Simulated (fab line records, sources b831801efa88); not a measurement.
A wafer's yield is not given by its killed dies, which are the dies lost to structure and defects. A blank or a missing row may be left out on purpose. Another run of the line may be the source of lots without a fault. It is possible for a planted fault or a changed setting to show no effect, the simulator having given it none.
fab line records	flow sky130
record lots=12	wafers=36	last-day=50
route steps=708 shown NWELL@64 CONTACT@409
lots untouched by any fault: they come from a run of this same line in which no faults occurred
start-h: start of the lot's first displayed wafer, in hours after the record's first day	wait-h: time in hours since the lot's previous step	" same as the row above	L1.1+2: one row covering several wafers at once	- no value, or no start given	* or withheld: withheld	< > ~ a bound
route shown NAME@n: NAME is a module with steps in the file, n the number in the route of the first one	usual: mean/standard deviation taken from wafers without a fault	same: alike in all rows	chamber/n: place in a boat	sites: per-site readings	_std_site: the standard deviation of these	_edge_site: inner sites' mean taken away from outer sites' mean	radius-mm: how far each site lies from the wafer's centre	mask NAME#n: copy n	behind: the tool/chamber that last shaped the wafer	hold: cause of the lot's hold/its duration in hours/its outcome	device: whichever transistor did not switch (one of n, p or np)	end of line: at the end of the route, the tests of the same wafers	a step with no rows: only its recipe	killed: dies lost to structure and defects at the first sort, not the wafer's yield	map: a wafer's dies, marking killed ones x, the rest . and places with no die _
set.NAME: setting as actually run; set.NAME@STEP: the setting as run at that earlier step	model.NAME: the simulator's own value behind a step, which no gauge read
the route's steps for a sample of lots (tables are steps, rows are wafers)
services: a tool's chamber out of use, with start hour (start-h, from the record's first day; less than 0 if before it), hours out, and reason
## steps
# step SKY_NWELL_IMPLANT_11
# recipe species=P	energy-kev=400	dose-cm2=1.9e+13	tilt-deg=withheld
# usual beam-energy-keV=399.98/0.12
lot.wafer	tool	chamber	start-h	wait-h	beam-energy-keV
L210.3	implanter-01	0	95.45	0.1	399.95
L210.4	"	0	"	"	399.90
L210.6	"	0	"	"	400.23
L211.3	implanter-01	0	100.69	0.1	399.94
L211.4	"	0	"	"	400.28
L211.5	"	0	"	"	400.13
L215.3	implanter-01	0	125.30	0.1	399.79
L215.4	"	0	"	"	400.10
L215.6	"	0	"	"	399.99
L217.1	implanter-02	0	137.59	0.0	399.70
L217.2	"	0	"	"	399.99
L217.3	"	0	"	"	400.01
L218.2	implanter-01	0	139.88	0.0	418.53
L218.3	"	0	"	"	418.37
L218.5	"	0	"	"	418.59
L220.3	implanter-01	0	155.56	0.1	418.30
L220.5	"	0	"	"	418.29
L220.6	"	0	"	"	418.42
L226.4	implanter-04	0	196.58	0.1	399.85
L226.5	"	0	"	"	399.98
L226.6	"	0	"	"	399.96
L227.2	implanter-02	0	198.98	0.0	400.15
L227.5	"	0	"	"	400.18
L227.6	"	0	"	"	400.20
L228.1	implanter-02	0	203.25	0.0	399.84
L228.4	"	0	"	"	399.83
L228.5	"	0	"	"	399.94
L229.3	implanter-02	0	212.19	0.1	400.04
L229.4	"	0	"	"	400.14
L229.6	"	0	"	"	399.94
L230.4	implanter-02	0	215.63	0.1	400.08
L230.5	"	0	"	"	399.86
L230.6	"	0	"	"	400.24
L231.2	implanter-04	0	221.86	0.0	399.88
L231.3	"	0	"	"	399.98
L231.4	"	0	"	"	399.99
# step SKY_NWELL_RS_MEAS_29
# recipe thk-meas-gauge=four-point-probe
# usual NWELL_RS=624.9/1.5
lot.wafer	tool	chamber	start-h	wait-h	NWELL_RS[ohm/sq]
L210.3	film-metro-01	-	114.49	0.1	629.1
L210.4	"	-	"	"	626.7
L210.6	"	-	"	"	626.8
L211.3	film-metro-04	-	119.49	0.1	622.9
L211.4	"	-	"	"	622.9
L211.5	"	-	"	"	621.7
L215.3	film-metro-01	-	145.10	0.1	626.1
L215.4	"	-	"	"	623.6
L215.6	"	-	"	"	624.8
L217.1	film-metro-04	-	157.90	0.1	627.0
L217.2	"	-	"	"	626.6
L217.3	"	-	"	"	625.4
L218.2	film-metro-01	-	160.81	0.1	619.2
L218.3	"	-	"	"	619.0
L218.5	"	-	"	"	618.1
L220.3	film-metro-03	-	176.44	0.1	620.3
L220.5	"	-	"	"	619.0
L220.6	"	-	"	"	618.6
L226.4	film-metro-03	-	218.86	0.1	622.9
L226.5	"	-	"	"	625.0
L226.6	"	-	"	"	623.5
L227.2	film-metro-04	-	222.19	0.1	624.2
L227.5	"	-	"	"	623.1
L227.6	"	-	"	"	622.4
L228.1	film-metro-01	-	226.31	0.1	623.1
L228.4	"	-	"	"	622.0
L228.5	"	-	"	"	624.0
L229.3	film-metro-04	-	236.34	0.1	625.1
L229.4	"	-	"	"	625.7
L229.6	"	-	"	"	625.4
L230.4	film-metro-01	-	240.41	0.1	623.8
L230.5	"	-	"	"	625.8
L230.6	"	-	"	"	626.7
L231.2	film-metro-04	-	246.24	0.1	624.2
L231.3	"	-	"	"	624.0
L231.4	"	-	"	"	625.0
# step SKY_CONTACT_THK_MEAS_03
# recipe reads=SiO2_of_CONTACT_HDPCVD_02
# usual CONTACT_HDPCVD_THK=566/7.5
lot.wafer	tool	chamber	start-h	wait-h	CONTACT_HDPCVD_THK[nm]
L210.3	film-metro-02	-	721.43	0.1	562
L210.4	"	-	"	"	555
L210.6	"	-	"	"	552
L211.3	film-metro-04	-	729.19	0.1	569
L211.4	"	-	"	"	576
L211.5	"	-	"	"	564
L215.3	film-metro-02	-	766.92	0.1	554
L215.4	"	-	"	"	555
L215.6	"	-	"	"	565
L217.1	film-metro-04	-	772.45	0.0	567
L217.2	"	-	"	"	570
L217.3	"	-	"	"	560
L218.2	film-metro-03	-	777.35	0.0	569
L218.3	"	-	"	"	564
L218.5	"	-	"	"	569
L220.3	film-metro-02	-	794.57	0.1	563
L220.5	"	-	"	"	559
L220.6	"	-	"	"	563
L226.4	film-metro-02	-	855.59	0.1	570
L226.5	"	-	"	"	576
L226.6	"	-	"	"	570
L227.2	film-metro-02	-	857.49	0.1	570
L227.5	"	-	"	"	579
L227.6	"	-	"	"	572
L228.1	film-metro-04	-	859.10	0.1	574
L228.4	"	-	"	"	567
L228.5	"	-	"	"	567
L229.3	film-metro-03	-	865.27	0.1	561
L229.4	"	-	"	"	570
L229.6	"	-	"	"	561
L230.4	film-metro-04	-	869.52	0.0	560
L230.5	"	-	"	"	564
L230.6	"	-	"	"	567
L231.2	film-metro-03	-	877.10	0.0	553
L231.3	"	-	"	"	547
L231.4	"	-	"	"	556
# step SKY_CONTACT_ETCH_16
# recipe chemistry=N2/H2	target=BARC	ion-energy-ev=200	source-w=500	bias-w=100	pressure-mtorr=30	n2-flow-sccm=100	h2-flow-sccm=200	stop-on=SiO2	time-s=45.9	target-depth-a=600
# usual bias-w=100.00/0.3	drypump-motor-current-A=5.4/0.37	oes-product-au=0.854/0.0045	throttle-valve-pct=13.224/0.0095
lot.wafer	tool	chamber	start-h	wait-h	bias-w	drypump-motor-current-A	oes-product-au	rf-hours-counter-h	throttle-valve-pct
L210.3	rie-diel-04	1	750.11	0.0	100.00	6.0	0.860	10	13.221
L210.4	"	0	"	"	100.18	5.0	0.853	14	13.227
L210.6	"	1	"	"	100.05	6.0	0.858	-	13.230
L211.3	rie-diel-03	3	756.51	0.0	99.79	5.0	0.844	3	13.214
L211.4	"	0	"	"	100.00	5.5	0.854	11	13.215
L211.5	"	0	"	"	100.26	5.4	0.856	-	13.235
L215.3	rie-diel-02	3	794.33	0.0	99.75	5.8	0.850	16	13.208
L215.4	"	2	"	"	100.11	5.3	0.848	16	13.225
L215.6	"	2	"	"	100.34	5.2	0.857	-	13.235
L217.1	rie-diel-03	0	798.31	0.0	99.89	5.4	0.856	12	13.245
L217.2	"	2	"	"	99.39	5.3	0.862	15	13.216
L217.3	"	3	"	"	100.18	5.0	0.855	4	13.228
L218.2	rie-diel-03	0	804.41	0.0	99.84	5.5	0.857	12	13.231
L218.3	"	1	"	"	99.56	5.4	0.855	8	13.227
L218.5	"	3	"	"	100.37	5.0	0.861	-	13.226
L220.3	rie-diel-03	2	820.81	0.0	100.15	5.3	0.849	16	13.216
L220.5	"	1	"	"	99.78	5.4	0.854	-	13.224
L220.6	"	2	"	"	99.41	5.2	0.847	-	13.217
L226.4	rie-diel-02	3	881.81	0.0	99.60	5.8	0.849	19	13.229
L226.5	"	3	"	"	99.66	5.8	0.853	-	13.198
L226.6	"	0	"	"	100.03	5.1	0.857	-	13.237
L227.2	rie-diel-03	2	884.51	0.0	99.99	5.3	0.849	18	13.218
L227.5	"	0	"	"	99.80	5.4	0.859	-	13.226
L227.6	"	3	"	"	99.82	5.0	0.854	-	13.239
L228.1	rie-diel-03	1	885.96	0.0	99.79	5.4	0.853	11	13.235
L228.4	"	0	"	"	99.52	5.4	0.847	15	13.232
L228.5	"	3	"	"	100.09	5.0	0.854	-	13.223
L229.3	rie-diel-04	0	891.16	0.0	100.04	5.1	0.852	19	13.214
L229.4	"	1	"	"	99.77	5.9	0.862	14	13.224
L229.6	"	1	"	"	100.03	5.9	0.858	-	13.200
L230.4	rie-diel-03	1	895.51	0.0	99.96	5.4	0.860	11	13.219
L230.5	"	0	"	"	99.78	5.4	0.849	-	13.218
L230.6	"	3	"	"	100.03	5.0	0.854	-	13.211
L231.2	rie-diel-02	3	903.61	0.0	99.88	5.8	0.863	20	13.238
L231.3	"	2	"	"	99.28	5.3	0.856	19	13.226
L231.4	"	1	"	"	100.45	5.8	0.861	7	13.232
# step SKY_CONTACT_SPUTTER_23
# recipe material=TiN	target-thk-nm=20	chamber-pressure-pa=5	power-w=4000	time-s=80
# usual throttle-valve-pct=29.7/0.92
lot.wafer	tool	chamber	start-h	wait-h	throttle-valve-pct
L210.3	pvd-sputter-01	-	750.87	0.0	30.4
L210.4	"	-	"	"	30.8
L210.6	"	-	"	"	30.3
L211.3	pvd-sputter-04	-	757.28	0.0	29.7
L211.4	"	-	"	"	28.0
L211.5	"	-	"	"	28.3
L215.3	pvd-sputter-02	-	795.05	0.0	28.2
L215.4	"	-	"	"	28.3
L215.6	"	-	"	"	28.4
L217.1	pvd-sputter-01	-	799.03	0.0	30.5
L217.2	"	-	"	"	30.0
L217.3	"	-	"	"	29.5
L218.2	pvd-sputter-02	-	805.13	0.0	28.4
L218.3	"	-	"	"	28.1
L218.5	"	-	"	"	28.7
L220.3	pvd-sputter-01	-	821.53	0.0	30.7
L220.5	"	-	"	"	30.5
L220.6	"	-	"	"	29.6
L226.4	pvd-sputter-02	-	882.54	0.0	28.4
L226.5	"	-	"	"	30.5
L226.6	"	-	"	"	30.2
L227.2	pvd-sputter-04	-	885.27	0.0	28.4
L227.5	"	-	"	"	29.7
L227.6	"	-	"	"	28.1
L228.1	pvd-sputter-01	-	886.72	0.0	30.9
L228.4	"	-	"	"	30.4
L228.5	"	-	"	"	29.4
L229.3	pvd-sputter-02	-	891.89	0.0	31.0
L229.4	"	-	"	"	28.5
L229.6	"	-	"	"	28.3
L230.4	pvd-sputter-01	-	896.27	0.0	30.8
L230.5	"	-	"	"	30.5
L230.6	"	-	"	"	30.2
L231.2	pvd-sputter-04	-	904.33	0.0	30.2
L231.3	"	-	"	"	28.3
L231.4	"	-	"	"	28.3
## services
tool	chamber	start-h	hours	kind
implanter-02	-	99.30	3.8	repair
rie-diel-03	3	107.66	8.3	repair
pvd-sputter-01	-	111.97	5.1	repair
implanter-02	-	172.75	6.8	repair
rie-diel-03	3	179.65	15.6	repair
implanter-02	-	183.49	5.1	repair
pvd-sputter-01	-	200.24	1.9	repair
implanter-01	-	204.65	0.6	repair
pvd-sputter-01	-	207.38	2.9	repair
pvd-sputter-01	-	225.27	0.6	repair
pvd-sputter-01	-	252.98	2.3	repair
implanter-01	-	278.42	0.7	repair
implanter-01	-	288.25	2.9	repair
rie-diel-03	1	323.46	2.1	repair
rie-diel-03	2	388.27	30.1	repair
rie-diel-03	1	456.15	3.7	repair
rie-diel-03	1	485.35	5.7	repair
rie-diel-03	1	499.73	6.8	repair
rie-diel-03	0	531.64	2.4	repair
rie-diel-03	3	607.08	9.0	repair
rie-diel-03	-	638.77	2.8	pm
rie-diel-03	3	669.08	7.9	repair
rie-diel-03	-	704.19	0.5	repair
rie-diel-03	1	782.40	21.7	repair
## key
first-sign step=SKY_NWELL_IMPLANT_11	reading=beam-energy-keV	direction=up	sigmas=99+	usual=*	struck=*
effect step=SKY_NWELL_RS_MEAS_29	reading=NWELL_RS	direction=down	sigmas=3.8	usual=624.9	struck=619.0
met-at SKY_NWELL_IMPLANT_11
struck-lots L218,L220
tester-left-out L218,L220
not-acting-at SKY_CONTACT_THK_MEAS_03,SKY_CONTACT_ETCH_16,SKY_CONTACT_SPUTTER_23
onset-between 125.30 139.88
fault kind=process-parameter-drift	tool=implanter-01	chamber=-	onset-h=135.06	steps=SKY_NWELL_IMPLANT_11	channel=energy-kev	offset=*	shape=step	end-h=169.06	acts-in=*	stated=*
# tester-left-out: of these lots the tester's yield and bins aren't shown, on N5 and GAA mostly nor the transistor test; their killed dies are dies lost to structure and defects alone, not to doping, threshold or leakage, so they don't give the yield
